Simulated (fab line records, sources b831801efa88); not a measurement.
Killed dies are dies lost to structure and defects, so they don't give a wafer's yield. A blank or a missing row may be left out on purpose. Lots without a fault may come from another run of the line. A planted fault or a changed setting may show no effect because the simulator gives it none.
fab line records | flow sky130
record lots=7 wafers=21 last_day=49
route steps=708 shown CONTACT@425 METAL1@434 VIA1@458 PAD_OPEN@708
lots that met no fault: from a run of the same line without faults
start_h: hours from the record's first day to the start of the lot's first wafer shown | wait_h: hours since the lot's step before | " the same as in the row above | L1.1+2: a row that stands for several wafers | - no value, or no start given | * or withheld: withheld | < > ~ a bound
route shown NAME@n: a module of which the file shows steps, and the number in the route of the first | usual: mean/standard deviation of fault-free wafers | same: alike in all rows | chamber/n: place in a boat | sites: the reading at each site | _std_site: their standard deviation | _edge_site: outer sites' mean less inner sites' | radius_mm: how far each site lies from the wafer's centre | mask NAME#n: copy n | behind: the tool/chamber that last shaped the wafer | hold: why the lot was held/for how many hours/how that ended | device: the transistor (n, p or np) that didn't switch | end of line: the same wafers' tests at the end of the route | a step without rows: its recipe alone | killed: dies lost to structure and defects at the first sort, not the wafer's yield | map: a wafer's dies, x killed, . not, _ none there
set.NAME: the setting as run; set.NAME@STEP: as run at that earlier step | model.NAME: the simulator's own value behind a step, which no gauge read
steps of the route over a sample of lots; a table a step, a row a wafer
services: from which hour (start_h, from the record's first day; less than 0 if before it) a tool's chamber was out of use, for how many hours, and why
## steps
# step SKY_CONTACT_STRIP_19
# recipe chemistry=O2/N2 power_w=1400 pressure_mtorr=1500 platen_temp_c=withheld o2_flow_sccm=3000 n2_flow_sccm=300 overash_fraction=0.5
# usual drypump_motor_current_A=6.09/0.22 n2_flow_sccm=300.0/0.84 oes_product_au=0.380/0.0044 strip_time_to_endpoint_s=3.622/0.029
# columns lot.wafer tool chamber start_h wait_h drypump_motor_current_A n2_flow_sccm oes_product_au rf_hours_counter_h strip_time_to_endpoint_s
L658.2 plasma_asher-03 0 728.61 - 6.22 300.2 0.383 91 3.601
L658.3 " 0 " " 6.19 300.4 0.376 - 3.626
L658.4 " 1 " " 6.26 298.8 0.370 - 3.630
L659.1 plasma_asher-04 1 738.56 - 5.87 300.5 0.384 32 3.620
L659.3 " 0 " " 5.77 298.3 0.378 - 3.592
L659.5 " 0 " " 5.76 297.7 0.386 - 3.627
L660.1 plasma_asher-01 0 742.55 - 6.04 299.5 0.382 63 3.603
L660.2 " 1 " " 6.36 298.7 0.369 63 3.520
L660.3 " 1 " " 6.36 299.2 0.377 - 3.618
L669.1 plasma_asher-03 0 821.40 - 6.19 300.1 0.376 101 3.656
L669.4 " 0 " " 6.19 299.8 0.379 - 3.594
L669.5 " 1 " " 6.29 300.3 0.386 - 3.633
L676.1 plasma_asher-01 0 869.85 - 6.04 299.6 0.376 75 3.631
L676.3 " 1 " " 6.37 300.7 0.385 - 3.640
L676.6 " 0 " " 6.02 300.0 0.383 - 3.598
L677.3 plasma_asher-01 1 876.95 - 6.39 300.5 0.388 - 3.665
L677.5 " 0 " " 6.03 300.4 0.379 - 3.630
L677.6 " 1 " " 6.39 301.0 0.378 - 3.623
L678.2 plasma_asher-04 1 884.61 - 5.90 301.2 0.381 46 3.606
L678.3 " 1 " " 5.90 301.8 0.374 - 3.659
L678.4 " 0 " " 5.69 299.0 0.390 - 3.655
# step SKY_METAL1_SPUTTER_00
# recipe material=Ti target_thk_nm=15 power_w=3000 time_s=10 chamber_pressure_pa=0.4
# usual throttle_valve_pct=30.5/0.97
# columns lot.wafer tool chamber start_h wait_h throttle_valve_pct
L658.2 pvd_sputter-02 - 729.90 0.1 31.9
L658.3 " - " " 31.7
L658.4 " - " " 30.9
L659.1 pvd_sputter-01 - 739.80 0.1 30.9
L659.3 " - " " 30.3
L659.5 " - " " 30.7
L660.1 pvd_sputter-01 - 743.79 0.1 29.0
L660.2 " - " " 30.8
L660.3 " - " " 30.5
L669.1 pvd_sputter-04 - 822.75 0.1 29.9
L669.4 " - " " 30.3
L669.5 " - " " 30.1
L676.1 pvd_sputter-04 - 871.44 0.2 30.3
L676.3 " - " " 30.4
L676.6 " - " " 30.1
L677.3 pvd_sputter-02 - 878.38 0.2 30.9
L677.5 " - " " 31.6
L677.6 " - " " 32.1
L678.2 pvd_sputter-02 - 885.89 0.1 30.9
L678.3 " - " " 31.9
L678.4 " - " " 29.0
# step SKY_VIA1_HDPCVD_00
# recipe material=SiO2 target_thk_nm=1030 sigma_open_frac=0.3 time_s=171.7 temp_c=400 sih4_flow_sccm=60 pressure_mtorr=6
# usual sih4_flow_sccm=60.00/0.17
# columns lot.wafer tool chamber start_h wait_h sih4_flow_sccm
L658.2 hdpcvd-01 1 758.06 0.0 59.76
L658.3 " 2 " " 60.08
L658.4 " 1 " " 59.88
L659.1 hdpcvd-01 0 767.86 0.0 59.93
L659.3 " 1 " " 59.92
L659.5 " 1 " " 60.09
L660.1 hdpcvd-01 0 771.81 0.0 60.01
L660.2 " 1 " " 59.68
L660.3 " 2 " " 60.07
L669.1 hdpcvd-02 2 850.15 0.0 60.05
L669.4 " 1 " " 59.74
L669.5 " 0 " " 30.06
L676.1 hdpcvd-01 0 899.07 0.0 59.93
L676.3 " 1 " " 59.90
L676.6 " 0 " " 59.88
L677.3 hdpcvd-01 1 905.94 0.0 59.75
L677.5 " 1 " " 60.16
L677.6 " 2 " " 60.15
L678.2 hdpcvd-01 1 912.85 0.0 59.87
L678.3 " 0 " " 60.11
L678.4 " 0 " " 60.01
# step SKY_VIA1_THK_MEAS_01
# recipe reads=SiO2_of_VIA1_HDPCVD_00
# usual VIA1_HDPCVD_THK=1027/14
# columns lot.wafer tool chamber start_h wait_h VIA1_HDPCVD_THK[nm]
L658.2 film_metro-03 - 758.24 0.1 1033
L658.3 " - " " 1011
L658.4 " - " " 1049
L659.1 film_metro-03 - 767.97 0.1 1023
L659.3 " - " " 1046
L659.5 " - " " 1035
L660.1 film_metro-01 - 771.92 0.1 1037
L660.2 " - " " 1050
L660.3 " - " " 1010
L669.1 film_metro-03 - 850.27 0.1 1030
L669.4 " - " " 1028
L669.5 " - " " 504
L676.1 film_metro-02 - 899.18 0.1 1050
L676.3 " - " " 1045
L676.6 " - " " 1043
L677.3 film_metro-03 - 906.07 0.1 1048
L677.5 " - " " 1044
L677.6 " - " " 1038
L678.2 film_metro-02 - 912.97 0.1 1044
L678.3 " - " " 1030
L678.4 " - " " 1044
# step SKY_VIA1_BOW_MEAS_03
# recipe mode=bow
# usual VIA1_BOW=81/6.9
# columns lot.wafer tool chamber start_h wait_h VIA1_BOW[um]
L658.2 film_metro-01 - 758.61 0.3 85
L658.3 " - " " 102
L658.4 " - " " 86
L659.1 film_metro-01 - 768.33 0.2 92
L659.3 " - " " 83
L659.5 " - " " 78
L660.1 film_metro-03 - 772.28 0.1 85
L660.2 " - " " 75
L660.3 " - " " 82
L669.1 film_metro-01 - 850.63 0.2 67
L669.4 " - " " 61
L669.5 " - " " 69
L676.1 film_metro-03 - 899.54 0.1 86
L676.3 " - " " 80
L676.6 " - " " 90
L677.3 film_metro-02 - 906.45 0.2 71
L677.5 " - " " 75
L677.6 " - " " 84
L678.2 film_metro-02 - 913.34 0.2 93
L678.3 " - " " 79
L678.4 " - " " 65
# step SKY_PAD_OPEN_PROBE_99
# usual defect_limited_yield=82.7/1.7 killed_at_M0_to_M3=44/7.1 killed_at_M4_up=3.3/1.8 killed_at_contacts=23/5.5 killed_at_front_end=15/4.5 killed_at_other=0.2/0.48 killed_dies=85/8.4 killed_open=46/6.6 killed_short=39/6.1
# same gross_dies=492 killed_at_back_side=0
# columns lot.wafer tool chamber start_h wait_h defect_limited_yield[%] killed_at_M0_to_M3 killed_at_M4_up killed_at_contacts killed_at_front_end killed_at_other killed_dies killed_open killed_short
L658.2 prober-01 - 1072.49 0.1 83.1 47 4 16 16 0 83 51 32
L658.3 prober-01 - 1072.54 0.2 79.1 54 7 28 14 0 103 65 38
L658.4 prober-01 - 1072.59 0.2 84.6 42 2 24 8 0 76 34 42
L659.1 prober-02 - 1080.29 0.1 81.3 42 3 22 25 0 92 56 36
L659.3 prober-02 - 1080.39 0.2 85.0 41 2 20 11 0 74 39 35
L659.5 prober-02 - 1080.49 0.2 83.7 44 1 22 13 0 80 35 45
L660.1 prober-01 - 1080.78 0.1 82.7 39 4 25 16 1 85 50 34
L660.2 prober-01 - 1080.83 0.1 81.5 50 7 21 13 0 91 41 50
L660.3 prober-01 - 1080.88 0.2 81.9 39 5 31 14 0 89 41 47
L669.1 prober-02 - 1142.86 0.1 83.3 36 4 23 19 0 82 39 43
L669.4 prober-02 - 1143.01 0.2 82.3 30 8 23 25 1 87 38 47
L669.5 prober-02 - 1143.06 0.2 82.1 44 3 17 24 0 88 40 47
L676.1 prober-01 - 1176.54 0.1 83.1 49 2 16 16 0 83 44 39
L676.3 prober-01 - 1176.64 0.2 81.5 39 1 32 19 0 91 56 35
L676.6 prober-01 - 1176.79 0.2 85.2 38 3 15 16 1 73 39 33
L677.3 prober-01 - 1182.17 0.2 85.4 31 1 29 11 0 72 39 33
L677.5 prober-01 - 1182.27 0.2 82.3 47 1 24 14 1 87 48 38
L677.6 prober-01 - 1182.32 0.2 81.5 44 5 29 13 0 91 54 35
L678.2 prober-02 - 1185.08 0.1 82.7 43 2 26 13 1 85 44 40
L678.3 prober-02 - 1185.13 0.2 82.9 39 4 28 13 0 84 41 43
L678.4 prober-02 - 1185.18 0.2 80.3 44 6 31 15 1 97 46 50
# killed by level:class
L658.2 VIA1:geometric_particle:open=12 LI_CONTACT:geometric_particle:open=8 VIA2:geometric_particle:open=8 POLY_GATE:geometric_particle:open=7 METAL2:geometric_particle:short=7 VIA1:geometric_particle:short=6 CONTACT:geometric_particle:open=5 VIA3:geometric_particle:open=4
L658.3 VIA1:geometric_particle:open=15 CONTACT:geometric_particle:open=14 VIA2:geometric_particle:open=8 LI_CONTACT:geometric_particle:open=7 METAL2:geometric_particle:short=7 VIA3:geometric_particle:open=7 VIA2:geometric_particle:short=5 FIELD_ISO:geometric_particle:open=4
L658.4 VIA1:geometric_particle:open=9 CONTACT:geometric_particle:open=8 METAL1:geometric_particle:short=8 LI_CONTACT:geometric_particle:open=7 CONTACT:geometric_particle:short=4 METAL2:geometric_particle:short=4 VIA2:geometric_particle:short=4 METAL3:geometric_particle:short=4
L659.1 CONTACT:geometric_particle:open=12 VIA3:geometric_particle:open=9 VIA1:geometric_particle:open=8 VIA2:geometric_particle:open=7 FIELD_ISO:geometric_particle:open=6 POLY_GATE:geometric_particle:open=6 FIELD_ISO:geometric_particle:short=5 LI_CONTACT:geometric_particle:open=5
L659.3 CONTACT:geometric_particle:open=9 VIA3:geometric_particle:open=8 VIA1:geometric_particle:open=8 CONTACT:geometric_particle:short=6 VIA2:geometric_particle:open=6 METAL1:geometric_particle:short=4 VIA1:geometric_particle:short=4 METAL2:geometric_particle:short=4
L659.5 CONTACT:geometric_particle:short=10 METAL2:geometric_particle:short=7 VIA3:geometric_particle:open=7 VIA2:geometric_particle:open=6 FIELD_ISO:geometric_particle:short=5 FIELD_ISO:geometric_particle:open=5 VIA1:geometric_particle:open=5 CONTACT:geometric_particle:open=4
L660.1 CONTACT:geometric_particle:open=12 VIA1:geometric_particle:open=8 LI_CONTACT:geometric_particle:open=7 VIA2:geometric_particle:open=7 FIELD_ISO:geometric_particle:open=6 VIA3:geometric_particle:open=6 FIELD_ISO:geometric_particle:short=5 METAL1:geometric_particle:short=5
L660.2 VIA1:geometric_particle:open=12 CONTACT:geometric_particle:open=8 METAL2:geometric_particle:short=7 METAL3:geometric_particle:short=7 METAL4:geometric_particle:short=6 METAL1:geometric_particle:short=6 VIA2:geometric_particle:open=5 LI_CONTACT:geometric_particle:open=5
L660.3 CONTACT:geometric_particle:open=11 METAL2:geometric_particle:short=8 VIA1:geometric_particle:open=7 LOCAL_INTERCONNECT:geometric_particle:short=7 VIA2:geometric_particle:open=7 VIA1:geometric_particle:short=6 LI_CONTACT:geometric_particle:open=6 FIELD_ISO:geometric_particle:short=5
L669.1 LI_CONTACT:geometric_particle:open=9 VIA2:geometric_particle:short=7 POLY_GATE:geometric_particle:short=7 CONTACT:geometric_particle:open=7 VIA2:geometric_particle:open=6 FIELD_ISO:geometric_particle:open=5 VIA3:geometric_particle:open=5 VIA1:geometric_particle:short=5
L669.4 LI_CONTACT:geometric_particle:open=10 POLY_GATE:geometric_particle:short=8 METAL4:geometric_particle:short=7 FIELD_ISO:geometric_particle:short=5 VIA2:geometric_particle:open=5 FIELD_ISO:geometric_particle:open=4 LI_CONTACT:geometric_particle:short=4 LOCAL_INTERCONNECT:geometric_particle:short=4
L669.5 VIA1:geometric_particle:short=8 POLY_GATE:geometric_particle:short=7 VIA1:geometric_particle:open=7 VIA3:geometric_particle:open=7 CONTACT:geometric_particle:open=6 FIELD_ISO:geometric_particle:open=5 CONTACT:geometric_particle:short=5 METAL1:geometric_particle:short=5
L676.1 VIA1:geometric_particle:open=12 VIA3:geometric_particle:open=7 VIA3:geometric_particle:short=6 METAL2:geometric_particle:short=5 VIA2:geometric_particle:short=5 FIELD_ISO:geometric_particle:open=4 POLY_GATE:geometric_particle:open=4 CONTACT:geometric_particle:open=4
L676.3 CONTACT:geometric_particle:open=13 VIA1:geometric_particle:open=9 LI_CONTACT:geometric_particle:open=6 VIA2:geometric_particle:open=6 VIA3:geometric_particle:open=6 FIELD_ISO:geometric_particle:short=5 POLY_GATE:geometric_particle:open=5 CONTACT:geometric_particle:short=5
L676.6 VIA1:geometric_particle:open=10 FIELD_ISO:geometric_particle:short=5 LI_CONTACT:geometric_particle:open=5 METAL1:geometric_particle:short=5 VIA3:geometric_particle:open=5 FIELD_ISO:geometric_particle:open=4 METAL2:geometric_particle:short=4 VIA1:geometric_particle:short=4
L677.3 CONTACT:geometric_particle:open=9 LI_CONTACT:geometric_particle:open=7 LOCAL_INTERCONNECT:geometric_particle:short=7 VIA1:geometric_particle:open=7 VIA2:geometric_particle:open=6 METAL1:geometric_particle:short=4 VIA2:geometric_particle:short=4 POLY_GATE:geometric_particle:short=3
L677.5 CONTACT:geometric_particle:open=10 VIA1:geometric_particle:open=9 VIA2:geometric_particle:open=8 VIA3:geometric_particle:open=7 CONTACT:geometric_particle:short=6 POLY_GATE:geometric_particle:open=5 METAL1:geometric_particle:short=5 POLY_GATE:geometric_particle:short=4
L677.6 CONTACT:geometric_particle:open=11 VIA1:geometric_particle:open=11 VIA3:geometric_particle:open=8 LI_CONTACT:geometric_particle:open=7 CONTACT:geometric_particle:short=6 VIA2:geometric_particle:open=6 METAL3:geometric_particle:short=5 VIA1:geometric_particle:short=4
L678.2 VIA1:geometric_particle:open=13 LI_CONTACT:geometric_particle:open=9 VIA3:geometric_particle:short=7 CONTACT:geometric_particle:open=6 LI_CONTACT:geometric_particle:short=5 VIA3:geometric_particle:open=5 METAL2:geometric_particle:short=4 POLY_GATE:geometric_particle:open=3
L678.3 CONTACT:geometric_particle:open=11 VIA3:geometric_particle:open=8 LI_CONTACT:geometric_particle:open=7 VIA1:geometric_particle:open=5 METAL3:geometric_particle:short=5 VIA3:geometric_particle:short=5 FIELD_ISO:geometric_particle:short=4 CONTACT:geometric_particle:short=4
L678.4 VIA1:geometric_particle:open=13 CONTACT:geometric_particle:open=12 LI_CONTACT:geometric_particle:open=8 VIA1:geometric_particle:short=7 POLY_GATE:geometric_particle:short=5 LOCAL_INTERCONNECT:geometric_particle:short=5 CONTACT:geometric_particle:short=5 METAL1:geometric_particle:short=5
## services
# columns tool chamber start_h hours kind
pvd_sputter-01 1 706.98 - consumable_replace:kit
pvd_sputter-01 1 706.98 18.0 scheduled_down
pvd_sputter-01 1 706.98 18.0 vent_cycle
plasma_asher-03 - 708.50 4.7 repair
hdpcvd-01 0 751.39 10.6 repair
pvd_sputter-04 - 751.46 0.8 repair
pvd_sputter-02 3 794.48 - consumable_replace:kit
pvd_sputter-02 3 794.48 18.0 scheduled_down
pvd_sputter-02 3 794.48 18.0 vent_cycle
pvd_sputter-01 - 809.58 3.2 repair
hdpcvd-01 - 821.28 2.8 pm
pvd_sputter-04 3 832.59 - consumable_replace:kit
pvd_sputter-04 3 832.59 18.0 scheduled_down
pvd_sputter-04 3 832.59 18.0 vent_cycle
hdpcvd-01 - 834.35 6.0 pm
pvd_sputter-02 - 836.35 0.5 repair
hdpcvd-01 0 845.01 18.3 repair
pvd_sputter-01 - 863.00 1.5 repair
pvd_sputter-04 - 865.26 4.3 repair
hdpcvd-01 - 870.66 28.1 pm
pvd_sputter-01 0 896.75 - consumable_replace:kit
pvd_sputter-01 0 896.75 18.0 scheduled_down
hdpcvd-02 2 899.21 4.9 repair
hdpcvd-02 - 908.20 5.5 pm
## key
first_sign step=SKY_VIA1_HDPCVD_00 reading=sih4_flow_sccm direction=down sigmas=99+ usual=60.00 struck=30.06
effect step=SKY_VIA1_THK_MEAS_01 reading=VIA1_HDPCVD_THK direction=down sigmas=38 usual=1027 struck=504
met_at SKY_VIA1_HDPCVD_00
struck_lots L669
struck_wafers L669.5
not_acting_at SKY_CONTACT_STRIP_19,SKY_METAL1_SPUTTER_00,SKY_VIA1_BOW_MEAS_03
fault kind=process_parameter_drift tool=hdpcvd-02 chamber=0 onset_h=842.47 steps=SKY_VIA1_HDPCVD_00 channel=sih4_flow_sccm offset=-30 shape=step end_h=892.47 acts_in=these_recipes_only stated=60
